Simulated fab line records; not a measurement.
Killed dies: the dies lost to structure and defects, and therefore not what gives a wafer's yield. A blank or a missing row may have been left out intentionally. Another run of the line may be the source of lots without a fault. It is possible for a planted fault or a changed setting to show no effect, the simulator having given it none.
Chamber matching    flow sfq_line    3 sister chambers for SFQ_TRILAYER_I4_CMP_CMP_100 on cmp-01
The step polishes SiO2. 3 wafers are shown with their chamber, then 5 later ones without.

== WAFERS PAIRED WITH THEIR CHAMBERS ==
wafer   chamber  motor_current_A (A)
L299.5  0        9.3
L300.6  2        9.6
L304.1  1        8.9

== WAFERS WITH NO CHAMBER GIVEN ==
wafer   motor_current_A (A)
L304.5  9.8
L308.1  8.1
L315.1  8.8
L315.3  9.5
L315.5  9.2

== EACH ONE'S CHAMBER ==
wafer   from the rows above           in truth
L304.5  can't be placed: 2 or 0 or 1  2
L308.1  can't be placed: 1 or 0 or 2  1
L315.1  can't be placed: 1 or 0 or 2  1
L315.3  can't be placed: 2 or 0 or 1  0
L315.5  can't be placed: 0 or 1 or 2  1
Placed correctly: 0 of 5. From these rows, 5 cannot be placed; in 5 the true chamber is one of the candidates. Placed wrongly: 0.
How it was worked out, from the rows above alone: a wafer's distance from a chamber is the root of the sum, over the readings, of the square of ((its reading less the chamber's mean) divided by the reading's scatter). If the next closest chamber is less than 2 further off than the closest, the wafer can't be placed; otherwise it belongs to the closest. For every chamber, the mean is computed from those of its wafers that are shown. The scatter: root of mean squared gap, hidden wafer to nearest shown wafer, with one shown wafer a chamber.
